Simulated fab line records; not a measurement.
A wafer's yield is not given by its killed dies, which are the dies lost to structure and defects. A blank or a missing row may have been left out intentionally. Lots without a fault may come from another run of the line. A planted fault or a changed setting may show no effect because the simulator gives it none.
fab line records || flow gf180mcu
record {"lots": 5, "wafers": 15, "last-day": 33}
route steps=602 shown POLY_GATE@169 HV_LDD@176
lots that met no fault: taken from a fault-free run of the same line
start-h: hours from the record's opening day to when the first of the lot's shown wafers began || wait-h: how many hours have passed since the lot's step before this one || " repeats the value in the row above || L1.1+2: a single row standing in for several wafers || - value missing, or start not given || * or withheld: withheld || < > ~ a bound
route shown NAME@n: NAME is a module with steps in the file, n the number in the route of the first one || usual: mean and standard deviation over wafers with no fault || same: alike in all rows || chamber/n: place in a boat || sites: readings site by site || _std_site: their standard deviation || _edge_site: the outer-site mean with the inner-site mean subtracted || radius-mm: how far each site lies from the wafer's centre || mask NAME#n: copy n || behind: the last tool/chamber to shape the wafer || hold: cause of the lot's hold/its duration in hours/its outcome || device: whichever transistor did not switch (one of n, p or np) || end of line: at the end of the route, the tests of the same wafers || where a step has no rows: the recipe by itself || killed: at the first sort, the dies lost to defects and structure; wafer yield is something else || map: per-die view of a wafer (x killed, . not killed, _ where there is no die)
set.NAME: the setting the step ran with; set.NAME@STEP: the setting that earlier step ran with || model.NAME: the simulator's own value behind a step, which no gauge read
certain route steps with their lots: each step a table, each wafer a row
services: from which hour (start-h, from the record's first day; less than 0 if before it) a tool's chamber was out of use, for how many hours, and why
## steps
# step GF_POLY_GATE_ETCH_12
# recipe {"chemistry": "N2/H2", "target-depth-a": "withheld", "overetch-a": "withheld", "time-s": "withheld", "target": "BARC", "ion-energy-ev": 200, "source-w": 500, "bias-w": 100, "pressure-mtorr": 30, "n2-flow-sccm": 100, "h2-flow-sccm": 200}
# usual {"drypump-motor-current-A": "5.6/0.48", "oes-product-au": "0.735/0.0044", "throttle-valve-pct": "13.214/0.0095"}
{"lot.wafer": "L078.1", "tool": "rie-diel-01", "chamber": 3, "start-h": 234.65, "wait-h": 0.0, "drypump-motor-current-A": 5.1, "oes-product-au": 0.735, "throttle-valve-pct": 13.210}
{"lot.wafer": "L078.3", "tool": "rie-diel-01", "chamber": 2, "start-h": 234.65, "wait-h": 0.0, "drypump-motor-current-A": 6.3, "oes-product-au": 0.739, "throttle-valve-pct": 13.197}
{"lot.wafer": "L078.5", "tool": "rie-diel-01", "chamber": 2, "start-h": 234.65, "wait-h": 0.0, "drypump-motor-current-A": 6.3, "oes-product-au": 0.731, "throttle-valve-pct": 13.189}
{"lot.wafer": "L079.1", "tool": "rie-diel-04", "chamber": 3, "start-h": 236.35, "wait-h": 0.0, "drypump-motor-current-A": 5.4, "oes-product-au": 0.730, "throttle-valve-pct": 13.216}
{"lot.wafer": "L079.5", "tool": "rie-diel-04", "chamber": 3, "start-h": 236.35, "wait-h": 0.0, "drypump-motor-current-A": 5.4, "oes-product-au": 0.730, "throttle-valve-pct": 13.227}
{"lot.wafer": "L079.6", "tool": "rie-diel-04", "chamber": 1, "start-h": 236.35, "wait-h": 0.0, "drypump-motor-current-A": 5.1, "oes-product-au": 0.734, "throttle-valve-pct": 13.213}
{"lot.wafer": "L083.3", "tool": "rie-diel-04", "chamber": 3, "start-h": 263.20, "wait-h": 0.0, "drypump-motor-current-A": 5.4, "oes-product-au": 0.728, "throttle-valve-pct": 13.236}
{"lot.wafer": "L083.5", "tool": "rie-diel-04", "chamber": 0, "start-h": 263.20, "wait-h": 0.0, "drypump-motor-current-A": 6.4, "oes-product-au": 0.736, "throttle-valve-pct": 13.207}
{"lot.wafer": "L083.6", "tool": "rie-diel-04", "chamber": 1, "start-h": 263.20, "wait-h": 0.0, "drypump-motor-current-A": 5.1, "oes-product-au": 0.734, "throttle-valve-pct": 13.198}
{"lot.wafer": "L090.1", "tool": "rie-diel-01", "chamber": 1, "start-h": 301.50, "wait-h": 0.0, "drypump-motor-current-A": 5.3, "oes-product-au": 0.724, "throttle-valve-pct": 13.219}
{"lot.wafer": "L090.2", "tool": "rie-diel-01", "chamber": 3, "start-h": 301.50, "wait-h": 0.0, "drypump-motor-current-A": 5.0, "oes-product-au": 0.730, "throttle-valve-pct": 13.195}
{"lot.wafer": "L090.3", "tool": "rie-diel-01", "chamber": 0, "start-h": 301.50, "wait-h": 0.0, "drypump-motor-current-A": 5.3, "oes-product-au": 0.739, "throttle-valve-pct": 13.213}
{"lot.wafer": "L095.2", "tool": "rie-diel-01", "chamber": 3, "start-h": 333.95, "wait-h": 0.0, "drypump-motor-current-A": 5.1, "oes-product-au": 0.737, "throttle-valve-pct": 13.225}
{"lot.wafer": "L095.3", "tool": "rie-diel-01", "chamber": 1, "start-h": 333.95, "wait-h": 0.0, "drypump-motor-current-A": 5.3, "oes-product-au": 0.728, "throttle-valve-pct": 13.206}
{"lot.wafer": "L095.4", "tool": "rie-diel-01", "chamber": 0, "start-h": 333.95, "wait-h": 0.0, "drypump-motor-current-A": 5.4, "oes-product-au": 0.735, "throttle-valve-pct": 13.217}
# step GF_POLY_GATE_ETCH_13
# recipe {"target": "poly-Si", "target-depth-nm": 198.5, "stop-on": "SiO2", "over-etch-frac": 0.403, "chemistry": "HBr/Cl2", "icp-w": 400, "bias-w": 100, "pressure-mtorr": 10, "HBr_flow_sccm": 150, "Cl2_flow_sccm": 50, "time-s": 69.6}
# usual {"drypump-motor-current-A": "5.78/0.23", "oes-product-au": "0.989/0.0081", "throttle-valve-pct": "33.685/0.0086"}
{"lot.wafer": "L078.1", "tool": "rie-si-02", "chamber": 0, "start-h": 234.70, "wait-h": "-", "drypump-motor-current-A": 6.23, "oes-product-au": 0.987, "rf-hours-counter-h": 2, "throttle-valve-pct": 33.688}
{"lot.wafer": "L078.3", "tool": "rie-si-02", "chamber": 3, "start-h": 234.70, "wait-h": "-", "drypump-motor-current-A": 5.55, "oes-product-au": 0.995, "rf-hours-counter-h": 3, "throttle-valve-pct": 33.688}
{"lot.wafer": "L078.5", "tool": "rie-si-02", "chamber": 0, "start-h": 234.70, "wait-h": "-", "drypump-motor-current-A": 6.21, "oes-product-au": 0.978, "rf-hours-counter-h": "-", "throttle-valve-pct": 33.678}
{"lot.wafer": "L079.1", "tool": "rie-si-01", "chamber": 3, "start-h": 236.40, "wait-h": "-", "drypump-motor-current-A": 5.75, "oes-product-au": 0.996, "rf-hours-counter-h": 82, "throttle-valve-pct": 33.696}
{"lot.wafer": "L079.5", "tool": "rie-si-01", "chamber": 2, "start-h": 236.40, "wait-h": "-", "drypump-motor-current-A": 5.57, "oes-product-au": 0.996, "rf-hours-counter-h": "-", "throttle-valve-pct": 33.684}
{"lot.wafer": "L079.6", "tool": "rie-si-01", "chamber": 1, "start-h": 236.40, "wait-h": "-", "drypump-motor-current-A": 5.64, "oes-product-au": 0.989, "rf-hours-counter-h": "-", "throttle-valve-pct": 33.679}
{"lot.wafer": "L083.3", "tool": "rie-si-01", "chamber": 0, "start-h": 263.25, "wait-h": "-", "drypump-motor-current-A": 5.84, "oes-product-au": 0.994, "rf-hours-counter-h": 49, "throttle-valve-pct": 33.670}
{"lot.wafer": "L083.5", "tool": "rie-si-01", "chamber": 1, "start-h": 263.25, "wait-h": "-", "drypump-motor-current-A": 5.69, "oes-product-au": 0.988, "rf-hours-counter-h": "-", "throttle-valve-pct": 33.689}
{"lot.wafer": "L083.6", "tool": "rie-si-01", "chamber": 0, "start-h": 263.25, "wait-h": "-", "drypump-motor-current-A": 5.82, "oes-product-au": 0.988, "rf-hours-counter-h": "-", "throttle-valve-pct": 33.693}
{"lot.wafer": "L090.1", "tool": "rie-si-01", "chamber": 2, "start-h": 301.55, "wait-h": "-", "drypump-motor-current-A": 5.57, "oes-product-au": 0.995, "rf-hours-counter-h": 24, "throttle-valve-pct": 33.699}
{"lot.wafer": "L090.2", "tool": "rie-si-01", "chamber": 0, "start-h": 301.55, "wait-h": "-", "drypump-motor-current-A": 5.81, "oes-product-au": 0.985, "rf-hours-counter-h": 50, "throttle-valve-pct": 33.675}
{"lot.wafer": "L090.3", "tool": "rie-si-01", "chamber": 1, "start-h": 301.55, "wait-h": "-", "drypump-motor-current-A": 5.67, "oes-product-au": 0.992, "rf-hours-counter-h": 2, "throttle-valve-pct": 33.672}
{"lot.wafer": "L095.2", "tool": "rie-si-01", "chamber": 0, "start-h": 334.00, "wait-h": "-", "drypump-motor-current-A": 5.79, "oes-product-au": 0.987, "rf-hours-counter-h": 50, "throttle-valve-pct": 33.688}
{"lot.wafer": "L095.3", "tool": "rie-si-01", "chamber": 1, "start-h": 334.00, "wait-h": "-", "drypump-motor-current-A": 5.68, "oes-product-au": 0.988, "rf-hours-counter-h": 2, "throttle-valve-pct": 33.678}
{"lot.wafer": "L095.4", "tool": "rie-si-01", "chamber": 2, "start-h": 334.00, "wait-h": "-", "drypump-motor-current-A": 5.59, "oes-product-au": 0.976, "rf-hours-counter-h": 25, "throttle-valve-pct": 33.692}
# step GF_POLY_GATE_STRIP_14
# recipe {"chemistry": "O2/N2", "power-w": 1400, "pressure-mtorr": 1500, "platen-temp-c": 250, "o2-flow-sccm": 3000, "n2-flow-sccm": 300, "overash-fraction": 0.5}
# usual {"drypump-motor-current-A": "5.70/0.25", "heater-power-w": "325/25", "o2-flow-sccm": "3001/9.4", "oes-product-au": "0.504/0.0049"}
{"lot.wafer": "L078.1", "tool": "plasma-asher-01", "chamber": 1, "start-h": 234.75, "wait-h": 0.0, "drypump-motor-current-A": 5.51, "heater-power-w": 294, "o2-flow-sccm": 2999, "oes-product-au": 0.504, "rf-hours-counter-h": 60}
{"lot.wafer": "L078.3", "tool": "plasma-asher-01", "chamber": 1, "start-h": 234.75, "wait-h": 0.0, "drypump-motor-current-A": 5.49, "heater-power-w": 303, "o2-flow-sccm": 2990, "oes-product-au": 0.495, "rf-hours-counter-h": "-"}
{"lot.wafer": "L078.5", "tool": "plasma-asher-01", "chamber": 0, "start-h": 234.75, "wait-h": 0.0, "drypump-motor-current-A": 5.81, "heater-power-w": 382, "o2-flow-sccm": 3002, "oes-product-au": 0.509, "rf-hours-counter-h": "-"}
{"lot.wafer": "L079.1", "tool": "plasma-asher-04", "chamber": 0, "start-h": 236.45, "wait-h": 0.0, "drypump-motor-current-A": 5.82, "heater-power-w": 331, "o2-flow-sccm": 3001, "oes-product-au": 0.504, "rf-hours-counter-h": 13}
{"lot.wafer": "L079.5", "tool": "plasma-asher-04", "chamber": 1, "start-h": 236.45, "wait-h": 0.0, "drypump-motor-current-A": 5.53, "heater-power-w": 314, "o2-flow-sccm": 3011, "oes-product-au": 0.510, "rf-hours-counter-h": "-"}
{"lot.wafer": "L079.6", "tool": "plasma-asher-04", "chamber": 0, "start-h": 236.45, "wait-h": 0.0, "drypump-motor-current-A": 5.80, "heater-power-w": 341, "o2-flow-sccm": 3004, "oes-product-au": 0.508, "rf-hours-counter-h": "-"}
{"lot.wafer": "L083.3", "tool": "plasma-asher-01", "chamber": 0, "start-h": 263.34, "wait-h": 0.1, "drypump-motor-current-A": 5.81, "heater-power-w": 384, "o2-flow-sccm": 2998, "oes-product-au": 0.507, "rf-hours-counter-h": "-"}
{"lot.wafer": "L083.5", "tool": "plasma-asher-01", "chamber": 0, "start-h": 263.34, "wait-h": 0.1, "drypump-motor-current-A": 5.78, "heater-power-w": 390, "o2-flow-sccm": 3003, "oes-product-au": 0.502, "rf-hours-counter-h": "-"}
{"lot.wafer": "L083.6", "tool": "plasma-asher-01", "chamber": 1, "start-h": 263.34, "wait-h": 0.1, "drypump-motor-current-A": 5.47, "heater-power-w": 303, "o2-flow-sccm": 2988, "oes-product-au": 0.507, "rf-hours-counter-h": "-"}
{"lot.wafer": "L090.1", "tool": "plasma-asher-04", "chamber": 1, "start-h": 301.60, "wait-h": 0.0, "drypump-motor-current-A": 5.49, "heater-power-w": 312, "o2-flow-sccm": 2993, "oes-product-au": 0.509, "rf-hours-counter-h": 22}
{"lot.wafer": "L090.2", "tool": "plasma-asher-04", "chamber": 0, "start-h": 301.60, "wait-h": 0.0, "drypump-motor-current-A": 5.80, "heater-power-w": 343, "o2-flow-sccm": 2990, "oes-product-au": 0.505, "rf-hours-counter-h": 22}
{"lot.wafer": "L090.3", "tool": "plasma-asher-04", "chamber": 1, "start-h": 301.60, "wait-h": 0.0, "drypump-motor-current-A": 5.50, "heater-power-w": 321, "o2-flow-sccm": 2993, "oes-product-au": 0.513, "rf-hours-counter-h": "-"}
{"lot.wafer": "L095.2", "tool": "plasma-asher-04", "chamber": 0, "start-h": 334.05, "wait-h": 0.0, "drypump-motor-current-A": 5.80, "heater-power-w": 339, "o2-flow-sccm": 3006, "oes-product-au": 0.508, "rf-hours-counter-h": 25}
{"lot.wafer": "L095.3", "tool": "plasma-asher-04", "chamber": 1, "start-h": 334.05, "wait-h": 0.0, "drypump-motor-current-A": 5.49, "heater-power-w": 321, "o2-flow-sccm": 3014, "oes-product-au": 0.504, "rf-hours-counter-h": "-"}
{"lot.wafer": "L095.4", "tool": "plasma-asher-04", "chamber": 0, "start-h": 334.05, "wait-h": 0.0, "drypump-motor-current-A": 5.80, "heater-power-w": 340, "o2-flow-sccm": 3005, "oes-product-au": 0.504, "rf-hours-counter-h": "-"}
# step GF_POLY_GATE_CLEAN_15
# recipe {"chemistry": "SC1/SC2", "mix": "1:4:20", "temp-c": 70, "time-s": 150, "dry": "n2-spin"}
# usual {"temp-c": "69.97/0.12"}
{"lot.wafer": "L078.1", "tool": "wet-bench-02", "chamber": 1, "start-h": 234.85, "wait-h": 0.1, "temp-c": 69.84}
{"lot.wafer": "L078.3", "tool": "wet-bench-02", "chamber": 1, "start-h": 234.85, "wait-h": 0.1, "temp-c": 69.98}
{"lot.wafer": "L078.5", "tool": "wet-bench-02", "chamber": 1, "start-h": 234.85, "wait-h": 0.1, "temp-c": 69.81}
{"lot.wafer": "L079.1", "tool": "wet-bench-04", "chamber": 0, "start-h": 236.55, "wait-h": 0.1, "temp-c": 69.90}
{"lot.wafer": "L079.5", "tool": "wet-bench-04", "chamber": 0, "start-h": 236.55, "wait-h": 0.1, "temp-c": 70.03}
{"lot.wafer": "L079.6", "tool": "wet-bench-04", "chamber": 0, "start-h": 236.55, "wait-h": 0.1, "temp-c": 69.86}
{"lot.wafer": "L083.3", "tool": "wet-bench-02", "chamber": 3, "start-h": 263.40, "wait-h": 0.0, "temp-c": 70.05}
{"lot.wafer": "L083.5", "tool": "wet-bench-02", "chamber": 3, "start-h": 263.40, "wait-h": 0.0, "temp-c": 70.01}
{"lot.wafer": "L083.6", "tool": "wet-bench-02", "chamber": 3, "start-h": 263.40, "wait-h": 0.0, "temp-c": 70.00}
{"lot.wafer": "L090.1", "tool": "wet-bench-01", "chamber": 2, "start-h": 301.70, "wait-h": 0.1, "temp-c": 69.73}
{"lot.wafer": "L090.2", "tool": "wet-bench-01", "chamber": 2, "start-h": 301.70, "wait-h": 0.1, "temp-c": 69.73}
{"lot.wafer": "L090.3", "tool": "wet-bench-01", "chamber": 2, "start-h": 301.70, "wait-h": 0.1, "temp-c": 69.79}
{"lot.wafer": "L095.2", "tool": "wet-bench-01", "chamber": 2, "start-h": 334.15, "wait-h": 0.1, "temp-c": 70.06}
{"lot.wafer": "L095.3", "tool": "wet-bench-01", "chamber": 2, "start-h": 334.15, "wait-h": 0.1, "temp-c": 69.98}
{"lot.wafer": "L095.4", "tool": "wet-bench-01", "chamber": 2, "start-h": 334.15, "wait-h": 0.1, "temp-c": 70.03}
# step GF_POLY_GATE_OXIDATION_16
# recipe {"temp-c": 850, "ambient": "O2", "stabilise-s": 600, "purge-s": 300, "target-thk-a": 40, "ox-time-s": 899}
# usual {"spike-tc-lower-C": "850.6/1"}
{"lot.wafer": "L078.1", "tool": "furnace-02", "chamber": 0, "start-h": 234.90, "wait-h": 0.0, "spike-tc-lower-C": 851.6}
{"lot.wafer": "L078.3", "tool": "furnace-02", "chamber": 0, "start-h": 234.90, "wait-h": 0.0, "spike-tc-lower-C": 850.4}
{"lot.wafer": "L078.5", "tool": "furnace-02", "chamber": 0, "start-h": 234.90, "wait-h": 0.0, "spike-tc-lower-C": 851.5}
{"lot.wafer": "L079.1", "tool": "furnace-02", "chamber": 0, "start-h": 236.60, "wait-h": 0.0, "spike-tc-lower-C": 849.2}
{"lot.wafer": "L079.5", "tool": "furnace-02", "chamber": 0, "start-h": 236.60, "wait-h": 0.0, "spike-tc-lower-C": 851.9}
{"lot.wafer": "L079.6", "tool": "furnace-02", "chamber": 0, "start-h": 236.60, "wait-h": 0.0, "spike-tc-lower-C": 849.7}
{"lot.wafer": "L083.3", "tool": "furnace-01", "chamber": 0, "start-h": 263.45, "wait-h": 0.0, "spike-tc-lower-C": 851.5}
{"lot.wafer": "L083.5", "tool": "furnace-01", "chamber": 0, "start-h": 263.45, "wait-h": 0.0, "spike-tc-lower-C": 851.6}
{"lot.wafer": "L083.6", "tool": "furnace-01", "chamber": 0, "start-h": 263.45, "wait-h": 0.0, "spike-tc-lower-C": 850.5}
{"lot.wafer": "L090.1", "tool": "furnace-02", "chamber": 0, "start-h": 303.31, "wait-h": 1.6, "spike-tc-lower-C": 852.0}
{"lot.wafer": "L090.2", "tool": "furnace-02", "chamber": 0, "start-h": 303.31, "wait-h": 1.6, "spike-tc-lower-C": 850.3}
{"lot.wafer": "L090.3", "tool": "furnace-02", "chamber": 0, "start-h": 303.31, "wait-h": 1.6, "spike-tc-lower-C": 853.6}
{"lot.wafer": "L095.2", "tool": "furnace-01", "chamber": 0, "start-h": 334.20, "wait-h": 0.0, "spike-tc-lower-C": 852.2}
{"lot.wafer": "L095.3", "tool": "furnace-01", "chamber": 0, "start-h": 334.20, "wait-h": 0.0, "spike-tc-lower-C": 851.7}
{"lot.wafer": "L095.4", "tool": "furnace-01", "chamber": 0, "start-h": 334.20, "wait-h": 0.0, "spike-tc-lower-C": 851.4}
# step GF_POLY_GATE_THK_MEAS_17
# recipe {"reads": "SiO2_of_POLY_GATE_OXIDATION_16"}
# usual {"POLY_GATE_OXIDATION_THK": "3.99/0.076"}
{"lot.wafer": "L078.1", "tool": "film-metro-04", "chamber": "-", "start-h": 236.15, "wait-h": 0.0, "POLY_GATE_OXIDATION_THK[nm]": 3.98}
{"lot.wafer": "L078.3", "tool": "film-metro-04", "chamber": "-", "start-h": 236.15, "wait-h": 0.0, "POLY_GATE_OXIDATION_THK[nm]": 4.03}
{"lot.wafer": "L078.5", "tool": "film-metro-04", "chamber": "-", "start-h": 236.15, "wait-h": 0.0, "POLY_GATE_OXIDATION_THK[nm]": 4.00}
{"lot.wafer": "L079.1", "tool": "film-metro-02", "chamber": "-", "start-h": 237.85, "wait-h": 0.0, "POLY_GATE_OXIDATION_THK[nm]": 4.00}
{"lot.wafer": "L079.5", "tool": "film-metro-02", "chamber": "-", "start-h": 237.85, "wait-h": 0.0, "POLY_GATE_OXIDATION_THK[nm]": 3.99}
{"lot.wafer": "L079.6", "tool": "film-metro-02", "chamber": "-", "start-h": 237.85, "wait-h": 0.0, "POLY_GATE_OXIDATION_THK[nm]": 4.06}
{"lot.wafer": "L083.3", "tool": "film-metro-01", "chamber": "-", "start-h": 264.72, "wait-h": 0.0, "POLY_GATE_OXIDATION_THK[nm]": 3.90}
{"lot.wafer": "L083.5", "tool": "film-metro-01", "chamber": "-", "start-h": 264.72, "wait-h": 0.0, "POLY_GATE_OXIDATION_THK[nm]": 3.99}
{"lot.wafer": "L083.6", "tool": "film-metro-01", "chamber": "-", "start-h": 264.72, "wait-h": 0.0, "POLY_GATE_OXIDATION_THK[nm]": 4.02}
{"lot.wafer": "L090.1", "tool": "film-metro-01", "chamber": "-", "start-h": 304.56, "wait-h": 0.0, "POLY_GATE_OXIDATION_THK[nm]": 4.04}
{"lot.wafer": "L090.2", "tool": "film-metro-01", "chamber": "-", "start-h": 304.56, "wait-h": 0.0, "POLY_GATE_OXIDATION_THK[nm]": 3.91}
{"lot.wafer": "L090.3", "tool": "film-metro-01", "chamber": "-", "start-h": 304.56, "wait-h": 0.0, "POLY_GATE_OXIDATION_THK[nm]": 3.89}
{"lot.wafer": "L095.2", "tool": "film-metro-04", "chamber": "-", "start-h": 335.46, "wait-h": 0.0, "POLY_GATE_OXIDATION_THK[nm]": 4.02}
{"lot.wafer": "L095.3", "tool": "film-metro-04", "chamber": "-", "start-h": 335.46, "wait-h": 0.0, "POLY_GATE_OXIDATION_THK[nm]": 4.04}
{"lot.wafer": "L095.4", "tool": "film-metro-04", "chamber": "-", "start-h": 335.46, "wait-h": 0.0, "POLY_GATE_OXIDATION_THK[nm]": 4.10}
# step GF_POLY_GATE_CD_MEAS_18
# usual {"cd-nm": "279.6/2.3"}
{"lot.wafer": "L078.1", "tool": "cd-sem-02", "chamber": "-", "start-h": 236.24, "wait-h": 0.1, "cd-nm": 277.2}
{"lot.wafer": "L078.3", "tool": "cd-sem-02", "chamber": "-", "start-h": 236.24, "wait-h": 0.1, "cd-nm": 278.9}
{"lot.wafer": "L078.5", "tool": "cd-sem-02", "chamber": "-", "start-h": 236.24, "wait-h": 0.1, "cd-nm": 277.9}
{"lot.wafer": "L079.1", "tool": "cd-sem-01", "chamber": "-", "start-h": 237.91, "wait-h": 0.1, "cd-nm": 278.5}
{"lot.wafer": "L079.5", "tool": "cd-sem-01", "chamber": "-", "start-h": 237.91, "wait-h": 0.1, "cd-nm": 281.7}
{"lot.wafer": "L079.6", "tool": "cd-sem-01", "chamber": "-", "start-h": 237.91, "wait-h": 0.1, "cd-nm": 279.7}
{"lot.wafer": "L083.3", "tool": "cd-sem-02", "chamber": "-", "start-h": 264.82, "wait-h": 0.1, "cd-nm": 277.1}
{"lot.wafer": "L083.5", "tool": "cd-sem-02", "chamber": "-", "start-h": 264.82, "wait-h": 0.1, "cd-nm": 276.3}
{"lot.wafer": "L083.6", "tool": "cd-sem-02", "chamber": "-", "start-h": 264.82, "wait-h": 0.1, "cd-nm": 279.3}
{"lot.wafer": "L090.1", "tool": "cd-sem-01", "chamber": "-", "start-h": 304.62, "wait-h": 0.1, "cd-nm": 277.0}
{"lot.wafer": "L090.2", "tool": "cd-sem-01", "chamber": "-", "start-h": 304.62, "wait-h": 0.1, "cd-nm": 279.2}
{"lot.wafer": "L090.3", "tool": "cd-sem-01", "chamber": "-", "start-h": 304.62, "wait-h": 0.1, "cd-nm": 276.7}
{"lot.wafer": "L095.2", "tool": "cd-sem-01", "chamber": "-", "start-h": 335.54, "wait-h": 0.1, "cd-nm": 282.0}
{"lot.wafer": "L095.3", "tool": "cd-sem-01", "chamber": "-", "start-h": 335.54, "wait-h": 0.1, "cd-nm": 278.9}
{"lot.wafer": "L095.4", "tool": "cd-sem-01", "chamber": "-", "start-h": 335.54, "wait-h": 0.1, "cd-nm": 279.9}
# step GF_HV_LDD_DEHYDRATE_00
# recipe {"temp-c": 200, "time-s": 60}
{"lot.wafer": "L078.1+3+5", "tool": "litho-track-03", "chamber": 0, "start-h": 244.84, "wait-h": 8.6}
{"lot.wafer": "L079.1+5+6", "tool": "litho-track-04", "chamber": 0, "start-h": 246.22, "wait-h": 8.3}
{"lot.wafer": "L083.3+5+6", "tool": "litho-track-02", "chamber": 0, "start-h": 274.36, "wait-h": 9.5}
{"lot.wafer": "L090.1+2+3", "tool": "litho-track-04", "chamber": 0, "start-h": 310.92, "wait-h": 6.3}
{"lot.wafer": "L095.2+3+4", "tool": "litho-track-04", "chamber": 0, "start-h": 346.70, "wait-h": 11.1}
# step GF_HV_LDD_HMDS_01
# recipe {"prime-time-s": 60, "prime-temp-c": 120}
{"lot.wafer": "L078.1+3+5", "tool": "litho-track-03", "chamber": 0, "start-h": 244.99, "wait-h": 0.1}
{"lot.wafer": "L079.1+5+6", "tool": "litho-track-04", "chamber": 0, "start-h": 246.37, "wait-h": 0.1}
{"lot.wafer": "L083.3+5+6", "tool": "litho-track-02", "chamber": 0, "start-h": 274.51, "wait-h": 0.1}
{"lot.wafer": "L090.1+2+3", "tool": "litho-track-04", "chamber": 0, "start-h": 311.07, "wait-h": 0.1}
{"lot.wafer": "L095.2+3+4", "tool": "litho-track-04", "chamber": 0, "start-h": 346.85, "wait-h": 0.1}
# step GF_HV_LDD_COAT_02
# recipe {"resist": "NOVOLAK", "spin-rpm": 3000, "resist-thk-nm": 1000}
{"lot.wafer": "L078.1+3+5", "tool": "litho-track-03", "chamber": 0, "start-h": 245.14, "wait-h": 0.1}
{"lot.wafer": "L079.1+5+6", "tool": "litho-track-04", "chamber": 0, "start-h": 246.52, "wait-h": 0.1}
{"lot.wafer": "L083.3+5+6", "tool": "litho-track-02", "chamber": 0, "start-h": 274.66, "wait-h": 0.1}
{"lot.wafer": "L090.1+2+3", "tool": "litho-track-04", "chamber": 0, "start-h": 311.22, "wait-h": 0.1}
{"lot.wafer": "L095.2+3+4", "tool": "litho-track-04", "chamber": 0, "start-h": 347.00, "wait-h": 0.1}
# step GF_HV_LDD_SOFTBAKE_03
# recipe {"temp-c": 90, "time-s": 60, "resist": "NOVOLAK"}
{"lot.wafer": "L078.1+3+5", "tool": "litho-track-03", "chamber": 0, "start-h": 245.29, "wait-h": 0.1}
{"lot.wafer": "L079.1+5+6", "tool": "litho-track-04", "chamber": 0, "start-h": 246.67, "wait-h": 0.1}
{"lot.wafer": "L083.3+5+6", "tool": "litho-track-02", "chamber": 0, "start-h": 274.81, "wait-h": 0.1}
{"lot.wafer": "L090.1+2+3", "tool": "litho-track-04", "chamber": 0, "start-h": 311.37, "wait-h": 0.1}
{"lot.wafer": "L095.2+3+4", "tool": "litho-track-04", "chamber": 0, "start-h": 347.15, "wait-h": 0.1}
# step GF_HV_LDD_EXPOSE_04
# recipe {"mask-id": "Nplus_LV_AREA", "target-cd-nm": 400, "na": 0.6, "source-shape": "conventional", "sigma-outer": 0.6, "dose-mj": 140}
# same {"na": 0.6}
{"lot.wafer": "L078.1+3+5", "tool": "iline-stepper-02", "chamber": 0, "start-h": "-", "wait-h": "-", "mask": "Nplus_LV_AREA#0"}
{"lot.wafer": "L079.1+5+6", "tool": "iline-stepper-02", "chamber": 0, "start-h": "-", "wait-h": "-", "mask": "Nplus_LV_AREA#0"}
{"lot.wafer": "L083.3+5+6", "tool": "iline-stepper-02", "chamber": 0, "start-h": "-", "wait-h": "-", "mask": "Nplus_LV_AREA#0"}
{"lot.wafer": "L090.1+2+3", "tool": "iline-stepper-01", "chamber": 0, "start-h": "-", "wait-h": "-", "mask": "Nplus_LV_AREA#0"}
{"lot.wafer": "L095.2+3+4", "tool": "iline-stepper-02", "chamber": 0, "start-h": "-", "wait-h": "-", "mask": "Nplus_LV_AREA#0"}
## services
{"tool": "rie-diel-04", "chamber": 0, "start-h": 216.72, "hours": "-", "kind": "clean"}
{"tool": "rie-diel-04", "chamber": 0, "start-h": 216.72, "hours": 29.9, "kind": "scheduled-down"}
{"tool": "rie-diel-04", "chamber": 0, "start-h": 216.72, "hours": 29.9, "kind": "vent-cycle"}
{"tool": "rie-si-02", "chamber": 2, "start-h": 233.50, "hours": 8.3, "kind": "repair"}
{"tool": "wet-bench-04", "chamber": "-", "start-h": 253.01, "hours": 1.9, "kind": "pm"}
{"tool": "rie-diel-01", "chamber": 1, "start-h": 253.17, "hours": 9.4, "kind": "repair"}
{"tool": "plasma-asher-01", "chamber": "-", "start-h": 257.72, "hours": 2.8, "kind": "pm"}
{"tool": "rie-si-01", "chamber": 1, "start-h": 265.39, "hours": 24.5, "kind": "repair"}
{"tool": "plasma-asher-01", "chamber": "-", "start-h": 274.00, "hours": 28.1, "kind": "pm"}
{"tool": "iline-stepper-01", "chamber": "-", "start-h": 278.47, "hours": 1.7, "kind": "pm"}
{"tool": "rie-diel-01", "chamber": 1, "start-h": 281.68, "hours": 7.1, "kind": "repair"}
{"tool": "furnace-02", "chamber": "-", "start-h": 286.21, "hours": 4.8, "kind": "pm"}
{"tool": "rie-diel-04", "chamber": 1, "start-h": 292.61, "hours": 36.6, "kind": "repair"}
{"tool": "iline-stepper-02", "chamber": "-", "start-h": 311.01, "hours": 7.4, "kind": "repair"}
{"tool": "rie-diel-01", "chamber": 1, "start-h": 339.12, "hours": 6.6, "kind": "repair"}
## key
fault none
